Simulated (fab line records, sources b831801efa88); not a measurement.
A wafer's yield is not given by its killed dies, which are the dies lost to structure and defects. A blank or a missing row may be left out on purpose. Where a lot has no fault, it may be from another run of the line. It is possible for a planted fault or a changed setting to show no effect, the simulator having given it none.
Which tool did it? / flow gf180mcu / 13 lots, 39 wafers sampled, at 4 steps of a route of 602

## WHAT THE GAUGES SHOWED, per wafer
GF_PASSIVATION_BOW_MEAS_14. Usual: PASSIVATION_BOW typically reads 132 um, with standard deviation 11.
lot=L425; measured=day 28 20:31; on=film-metro-02; PASSIVATION_BOW (um)=138 148 141; flag=
lot=L427; measured=day 29 10:16; on=film-metro-04; PASSIVATION_BOW (um)=133 138 146; flag=
lot=L429; measured=day 30 14:53; on=film-metro-04; PASSIVATION_BOW (um)=115 114 108; flag=
lot=L430; measured=day 30 16:16; on=film-metro-03; PASSIVATION_BOW (um)=137 130 145; flag=
lot=L431; measured=day 30 20:48; on=film-metro-03; PASSIVATION_BOW (um)=132 137 144; flag=
lot=L432; measured=day 30 21:17; on=film-metro-02; PASSIVATION_BOW (um)=130 126 136; flag=
lot=L433; measured=day 31 12:03; on=film-metro-04; PASSIVATION_BOW (um)=137 132 145; flag=
lot=L435; measured=day 31 20:01; on=film-metro-04; PASSIVATION_BOW (um)=142 144 159; flag=
lot=L437; measured=day 32 12:09; on=film-metro-04; PASSIVATION_BOW (um)=112 112 108; flag=
lot=L438; measured=day 32 19:24; on=film-metro-03; PASSIVATION_BOW (um)=109 120 131; flag=
lot=L442; measured=day 33 19:31; on=film-metro-04; PASSIVATION_BOW (um)=132 124 126; flag=
lot=L443; measured=day 34 04:59; on=film-metro-04; PASSIVATION_BOW (um)=119 122 109; flag=
lot=L448; measured=day 34 23:58; on=film-metro-02; PASSIVATION_BOW (um)=147 141 124; flag=

## TOOL THAT RAN EACH LOT (tool first, then ch and the chambers of the sampled wafers, then the start)
lot=L425; GF_MIM_STRIP_20=plasma-asher-02 ch 0, day 25 03:43; GF_V5_CMP_26=cmp-01 ch 0,2,3, day 27 01:38; GF_PASSIVATION_CVD_00=pecvd-03 ch 0,2, day 27 22:53
lot=L427; GF_MIM_STRIP_20=plasma-asher-03 ch 0,1, day 25 19:37; GF_V5_CMP_26=cmp-02 ch 1,2, day 27 15:25; GF_PASSIVATION_CVD_00=pecvd-04 ch 0,2, day 28 12:37
lot=L429; GF_MIM_STRIP_20=plasma-asher-02 ch 0,1, day 26 20:42; GF_V5_CMP_26=cmp-02 ch 1,2,3, day 28 15:22; GF_PASSIVATION_CVD_00=pecvd-04 ch 0,1,2, day 29 18:40
lot=L430; GF_MIM_STRIP_20=plasma-asher-02 ch 0,1, day 27 04:56; GF_V5_CMP_26=cmp-02 ch 0,2,3, day 28 23:22; GF_PASSIVATION_CVD_00=pecvd-03 ch 0,1,2, day 29 19:35
lot=L431; GF_MIM_STRIP_20=plasma-asher-01 ch 0,1, day 27 10:59; GF_V5_CMP_26=cmp-01 ch 0,2, day 29 03:58; GF_PASSIVATION_CVD_00=pecvd-03 ch 1,2, day 30 00:05
lot=L432; GF_MIM_STRIP_20=plasma-asher-02 ch 0,1, day 27 11:15; GF_V5_CMP_26=cmp-01 ch 0,1,2, day 29 05:16; GF_PASSIVATION_CVD_00=pecvd-03 ch 0,1,2, day 30 00:51
lot=L433; GF_MIM_STRIP_20=plasma-asher-01 ch 0,1, day 28 04:08; GF_V5_CMP_26=cmp-02 ch 0,1, day 29 21:31; GF_PASSIVATION_CVD_00=pecvd-04 ch 0,1,2, day 30 16:50
lot=L435; GF_MIM_STRIP_20=plasma-asher-02 ch 0,1, day 28 12:42; GF_V5_CMP_26=cmp-02 ch 0,1,3, day 30 05:43; GF_PASSIVATION_CVD_00=pecvd-03 ch 0,2, day 31 00:25
lot=L437; GF_MIM_STRIP_20=plasma-asher-02 ch 0,1, day 29 06:12; GF_V5_CMP_26=cmp-02 ch 0,1,3, day 30 22:30; GF_PASSIVATION_CVD_00=pecvd-03 ch 0,1,2, day 31 17:04
lot=L438; GF_MIM_STRIP_20=plasma-asher-02 ch 0,1, day 29 14:41; GF_V5_CMP_26=cmp-01 ch 1,3, day 31 07:02; GF_PASSIVATION_CVD_00=pecvd-04 ch 0,1,2, day 32 01:25
lot=L442; GF_MIM_STRIP_20=plasma-asher-03 ch 0,1, day 30 19:09; GF_V5_CMP_26=cmp-01 ch 0,1, day 32 09:15; GF_PASSIVATION_CVD_00=pecvd-03 ch 0,1, day 33 01:50
lot=L443; GF_MIM_STRIP_20=plasma-asher-03 ch 0,1, day 31 05:51; GF_V5_CMP_26=cmp-02 ch 0,2,3, day 32 17:31; GF_PASSIVATION_CVD_00=pecvd-02 ch 0,1,2, day 33 11:06
lot=L448; GF_MIM_STRIP_20=plasma-asher-01 ch 0,1, day 32 03:15; GF_V5_CMP_26=cmp-01 ch 1,2,3, day 33 14:19; GF_PASSIVATION_CVD_00=pecvd-03 ch 0,2, day 34 06:55
- GF_MIM_STRIP_20: strips in O2/N2.
- GF_V5_CMP_26: polishes, stops on SiO2, t overpolish 15 s, target thk 0 nm.
- GF_PASSIVATION_CVD_00: deposits SiO2 from TEOS, target thk 1000 nm, time 111.95 s.

## AS READ BY THE TOOLS THEMSELVES (means over the sampled wafers that have a number; for cases with no such wafer, the mark the record gives instead)
GF_MIM_STRIP_20. Usual: chamber-pressure-mTorr 1499.8 mTorr, standard deviation 1.3; drypump-motor-current-A 5.7 A, standard deviation 0.42; heater-power-w 316 W, standard deviation 31; oes-product-au 0.692 a.u., standard deviation 0.0049; strip-time-to-endpoint-s 11.24 s, standard deviation 0.044.
lot=L425; tool=plasma-asher-02; chamber-pressure-mTorr (mTorr)=1500.9; drypump-motor-current-A (A)=5.6; heater-power-w (W)=333; oes-product-au (a.u.)=0.695; strip-time-to-endpoint-s (s)=11.27; flag=
lot=L427; tool=plasma-asher-03; chamber-pressure-mTorr (mTorr)=1500.0; drypump-motor-current-A (A)=5.6; heater-power-w (W)=280; oes-product-au (a.u.)=0.695; strip-time-to-endpoint-s (s)=11.28; flag=
lot=L429; tool=plasma-asher-02; chamber-pressure-mTorr (mTorr)=1500.0; drypump-motor-current-A (A)=5.9; heater-power-w (W)=325; oes-product-au (a.u.)=0.689; strip-time-to-endpoint-s (s)=11.23; flag=
lot=L430; tool=plasma-asher-02; chamber-pressure-mTorr (mTorr)=1500.1; drypump-motor-current-A (A)=5.9; heater-power-w (W)=328; oes-product-au (a.u.)=0.693; strip-time-to-endpoint-s (s)=11.24; flag=
lot=L431; tool=plasma-asher-01; chamber-pressure-mTorr (mTorr)=1499.8; drypump-motor-current-A (A)=5.2; heater-power-w (W)=306; oes-product-au (a.u.)=0.693; strip-time-to-endpoint-s (s)=11.29; flag=
lot=L432; tool=plasma-asher-02; chamber-pressure-mTorr (mTorr)=1498.7; drypump-motor-current-A (A)=5.9; heater-power-w (W)=324; oes-product-au (a.u.)=0.697; strip-time-to-endpoint-s (s)=11.20; flag=
lot=L433; tool=plasma-asher-01; chamber-pressure-mTorr (mTorr)=1500.3; drypump-motor-current-A (A)=5.0; heater-power-w (W)=310; oes-product-au (a.u.)=0.690; strip-time-to-endpoint-s (s)=11.19; flag=
lot=L435; tool=plasma-asher-02; chamber-pressure-mTorr (mTorr)=1500.5; drypump-motor-current-A (A)=5.9; heater-power-w (W)=328; oes-product-au (a.u.)=0.693; strip-time-to-endpoint-s (s)=11.26; flag=
lot=L437; tool=plasma-asher-02; chamber-pressure-mTorr (mTorr)=1500.0; drypump-motor-current-A (A)=5.8; heater-power-w (W)=333; oes-product-au (a.u.)=0.690; strip-time-to-endpoint-s (s)=11.24; flag=
lot=L438; tool=plasma-asher-02; chamber-pressure-mTorr (mTorr)=1500.1; drypump-motor-current-A (A)=5.9; heater-power-w (W)=323; oes-product-au (a.u.)=0.694; strip-time-to-endpoint-s (s)=11.27; flag=
lot=L442; tool=plasma-asher-03; chamber-pressure-mTorr (mTorr)=1499.5; drypump-motor-current-A (A)=5.6; heater-power-w (W)=274; oes-product-au (a.u.)=0.692; strip-time-to-endpoint-s (s)=11.25; flag=
lot=L443; tool=plasma-asher-03; chamber-pressure-mTorr (mTorr)=1500.2; drypump-motor-current-A (A)=5.9; heater-power-w (W)=306; oes-product-au (a.u.)=0.692; strip-time-to-endpoint-s (s)=11.17; flag=
lot=L448; tool=plasma-asher-01; chamber-pressure-mTorr (mTorr)=1500.2; drypump-motor-current-A (A)=5.0; heater-power-w (W)=310; oes-product-au (a.u.)=0.695; strip-time-to-endpoint-s (s)=11.20; flag=

GF_V5_CMP_26. Usual: motor-current-A 11.2 A, standard deviation 1.1; overpolish-run-s 15.000 s, standard deviation 0.0098; time-to-endpoint-s 85 s, standard deviation 3.6.
lot=L425; tool=cmp-01; motor-current-A (A)=11.1; overpolish-run-s (s)=14.996; time-to-endpoint-s (s)=87; flag=
lot=L427; tool=cmp-02; motor-current-A (A)=12.0; overpolish-run-s (s)=15.000; time-to-endpoint-s (s)=80; flag=
lot=L429; tool=cmp-02; motor-current-A (A)=11.7; overpolish-run-s (s)=15.001; time-to-endpoint-s (s)=83; flag=
lot=L430; tool=cmp-02; motor-current-A (A)=11.7; overpolish-run-s (s)=14.998; time-to-endpoint-s (s)=85; flag=
lot=L431; tool=cmp-01; motor-current-A (A)=11.8; overpolish-run-s (s)=14.998; time-to-endpoint-s (s)=82; flag=
lot=L432; tool=cmp-01; motor-current-A (A)=10.9; overpolish-run-s (s)=15.000; time-to-endpoint-s (s)=81; flag=
lot=L433; tool=cmp-02; motor-current-A (A)=11.6; overpolish-run-s (s)=15.002; time-to-endpoint-s (s)=87; flag=
lot=L435; tool=cmp-02; motor-current-A (A)=11.7; overpolish-run-s (s)=15.003; time-to-endpoint-s (s)=88; flag=
lot=L437; tool=cmp-02; motor-current-A (A)=11.4; overpolish-run-s (s)=15.005; time-to-endpoint-s (s)=91; flag=
lot=L438; tool=cmp-01; motor-current-A (A)=9.5; overpolish-run-s (s)=14.997; time-to-endpoint-s (s)=85; flag=
lot=L442; tool=cmp-01; motor-current-A (A)=10.3; overpolish-run-s (s)=14.995; time-to-endpoint-s (s)=85; flag=
lot=L443; tool=cmp-02; motor-current-A (A)=11.5; overpolish-run-s (s)=15.000; time-to-endpoint-s (s)=89; flag=
lot=L448; tool=cmp-01; motor-current-A (A)=9.8; overpolish-run-s (s)=15.009; time-to-endpoint-s (s)=86; flag=

GF_PASSIVATION_CVD_00. Usual: heater-power-w 653 W, standard deviation 98.
lot=L425; tool=pecvd-03; heater-power-w (W)=605; flag=
lot=L427; tool=pecvd-04; heater-power-w (W)=690; flag=
lot=L429; tool=pecvd-04; heater-power-w (W)=653; flag=
lot=L430; tool=pecvd-03; heater-power-w (W)=588; flag=
lot=L431; tool=pecvd-03; heater-power-w (W)=645; flag=
lot=L432; tool=pecvd-03; heater-power-w (W)=664; flag=
lot=L433; tool=pecvd-04; heater-power-w (W)=696; flag=
lot=L435; tool=pecvd-03; heater-power-w (W)=595; flag=
lot=L437; tool=pecvd-03; heater-power-w (W)=675; flag=
lot=L438; tool=pecvd-04; heater-power-w (W)=687; flag=
lot=L442; tool=pecvd-03; heater-power-w (W)=654; flag=
lot=L443; tool=pecvd-02; heater-power-w (W)=662; flag=
lot=L448; tool=pecvd-03; heater-power-w (W)=633; flag=

## THE ANSWER, worked out from the rows above alone
Rule: lot off if the mean of its wafers having a number is beyond 3 standard deviations from the usual mean. A lot without any number at a reading at which 4 lots or more have one is off too. Where the step has rows for the other lots, those lots are counted as sound. After the gauges, taken in route order, come the tools' own readings; for these a lot's mean is taken, as printed above. The first step at which some lot is off is used, and at that step the reading that is off furthest; a lot without a number counts as furthest.
No lot is off at any reading shown: from this, nothing can be told.

## WHAT THE SIMULATOR HAD INSERTED
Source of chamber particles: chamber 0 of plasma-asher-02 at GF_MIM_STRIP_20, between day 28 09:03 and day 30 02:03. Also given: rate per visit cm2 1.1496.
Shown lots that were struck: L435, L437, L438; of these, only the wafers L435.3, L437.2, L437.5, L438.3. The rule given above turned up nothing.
